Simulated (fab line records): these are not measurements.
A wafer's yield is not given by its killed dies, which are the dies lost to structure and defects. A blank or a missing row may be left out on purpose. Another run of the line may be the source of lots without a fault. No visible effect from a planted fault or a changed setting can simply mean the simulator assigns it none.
Comparing a struck lot with a sound one :: flow sky130 :: 26 steps out of a route of 708
Sound: the wafers L385.2, L385.4, L385.6. Wafers L394.4, L394.5, L394.6 were the ones struck. The cause comes at the end.
Order at every step that has rows: each side's tool, ch and its chambers, its first start. Under that, the readings that differ: sound wafers :: struck wafers :: difference of the means :: sigmas: that difference in standard deviations of wafers without a fault.
alike: words and numbers the same on both sides, and readings whose means are apart by under 2 such deviations; not compared: readings that were withheld, readings missing a value for some wafer, numbers with overlapping values and no deviation given by the record, and bounds like >300 which may hide the same value.
A row with sigmas, a row that says differs or no value, or rows on one side alone: a step with any of these is where the two part. When numbers do not overlap yet have no deviation, they are printed without sigmas and do not part them. A reading that every wafer of one side lacks parts them only if that side has two wafers or more.

first, 3 steps without rows for these wafers: SKY_CAPM_EXPOSE_09 (exposes mask CAPM, target cd 1000 nm); SKY_CAPM_PEB_10; SKY_CAPM_DEVELOP_11 (develop time 60 s).
SKY_CAPM_OVL_MEAS_12:
  sound on overlay-01 at day 38 15:20; struck on overlay-02 at day 41 04:28
reading: CAPM_OVL (nm)
sound: 3.6 4.6 1.9
struck: -0.4 -0.7 -1.1
difference: -4.1
sigmas: -3
SKY_CAPM_METAL_ETCH_13: etches TiN in Cl2/BCl3, stops on SiO2, target depth 220 nm, time 62.9 s.
  sound on rie metal-04 ch 1, day 38 15:23; struck on rie metal-04 ch 0,1, day 41 04:30
  alike: drypump motor current A, oes product au, throttle valve pct
  not compared: rf hours counter h
SKY_CAPM_STRIP_14: strips in O2/N2.
  sound on plasma asher-04 ch 1, day 38 15:31; struck on plasma asher-01 ch 0,1, day 41 04:35
  alike: drypump motor current A, oes product au, strip time to endpoint s
  not compared: rf hours counter h
then, 6 steps without rows for these wafers: SKY_CAPM_STRIP_15 (strips in post etch residue remover, time 1200 s); SKY_CAPM_CLEAN_16 (cleans in IPA, time 180 s); SKY_CAPM_CLEAN_17 (cleans in O3/DIW); SKY_METAL3_DEHYDRATE_05 (time 60 s); SKY_METAL3_HMDS_06 (prime time 60 s); SKY_METAL3_COAT_07 (resist thk 60 nm).
SKY_METAL3_COAT_08: resist thk 1154 nm.
  sound on litho track-03 ch 0, day 39 04:00; struck on litho track-03 ch 0, day 41 17:00
reading: spin speed rpm (rpm)
sound: 3003.0 3001.1 3001.2
struck: 2881.5 2883.5 2886.1
difference: -118.1
sigmas: -56

reading: model.KrF-thick_of_METAL3_COAT_08.thk nm (nm)
sound: 1156 1156 1159
struck: 1181 1183 1181
difference: +25
sigmas: 
then, 4 steps without rows for these wafers: SKY_METAL3_SOFTBAKE_09 (time 90 s); SKY_METAL3_EXPOSE_10 (exposes mask MM3, target cd 300 nm); SKY_METAL3_PEB_11; SKY_METAL3_DEVELOP_12 (develop time 60 s).
SKY_METAL3_CD_MEAS_13: target cd 300 nm.
  sound on cd sem-02 at day 39 16:34; struck on cd sem-02 at day 42 04:41
  alike: cd nm
SKY_METAL3_OVL_MEAS_14:
  sound on overlay-01 at day 39 16:40; struck on overlay-02 at day 42 04:46
  alike: METAL3_OVL
SKY_METAL3_DESCUM_15: chemistry O2, time 8 s.
  sound on rie metal-02 ch 1, day 39 16:41; struck on rie metal-02 ch 1, day 42 04:49
  alike: drypump motor current A, oes product au
  not compared: rf hours counter h
SKY_METAL3_ETCH_16: etches BARC in N2/H2, stops on SiO2, time 88.2 s, target depth 60 nm.
  sound on rie metal-02 ch 1, day 39 16:43; struck on rie metal-02 ch 1, day 42 04:56
reading: h2 flow sccm (sccm)
sound: 201.3 200.4 201.1
struck: 199.1 199.0 199.7
difference: -1.7
sigmas: -2
  alike: drypump motor current A, oes product au, throttle valve pct
  not compared: rf hours counter h
SKY_METAL3_ETCH_17: etches SiO2 in C4F8/O2/Ar, stops on TiN, time 3.9 s, target depth 15 nm.
  sound on rie diel-03 ch 0,1, day 39 16:49; struck on rie diel-01 ch 0,3, day 42 05:02
  alike: oes product au
  not compared: rf hours counter h
SKY_METAL3_METAL_ETCH_18: etches the open film in Cl2/BCl3, stops on SiO2, target depth 845 nm, time 183.1 s.
  sound on rie metal-01 ch 0, day 39 16:50; struck on rie metal-01 ch 0,1, day 42 05:07
reading: model.KrF-thick_of_METAL3_COAT_08.thk nm (nm)
sound: 555.8 549.3 552.6
struck: 569.2 578.3 572.8
difference: +20.9
sigmas: 
  alike: drypump motor current A, oes product au, throttle valve pct
  not compared: rf hours counter h
SKY_METAL3_STRIP_19: strips in O2/N2.
  sound on plasma asher-02 ch 0,1, day 39 17:01; struck on plasma asher-02 ch 0,1, day 42 05:16
reading: strip time to endpoint s (s)
sound: 6.82 6.75 6.81
struck: 6.94 7.03 6.98
difference: +0.19
sigmas: +3
  alike: drypump motor current A, oes product au
  not compared: rf hours counter h
then, 1 step without rows for these wafers: SKY_METAL3_STRIP_20 (strips in post etch residue remover, time 1200 s).
-- the record jumps here: 7 days lie between the struck wafers' starts before and after (it left off in module METAL3 and takes up again in module PAD_OPEN, whose first step shown is number 708 of the route) --
SKY_PAD_OPEN_PROBE_99:
  record: rows for the struck wafers here (prober-01, day 48 17:26), none for the sound ones

== WHERE THEY PART ==
Earliest at SKY_CAPM_OVL_MEAS_12; latest, in this record, at SKY_PAD_OPEN_PROBE_99.

WHY: what the simulator had put in
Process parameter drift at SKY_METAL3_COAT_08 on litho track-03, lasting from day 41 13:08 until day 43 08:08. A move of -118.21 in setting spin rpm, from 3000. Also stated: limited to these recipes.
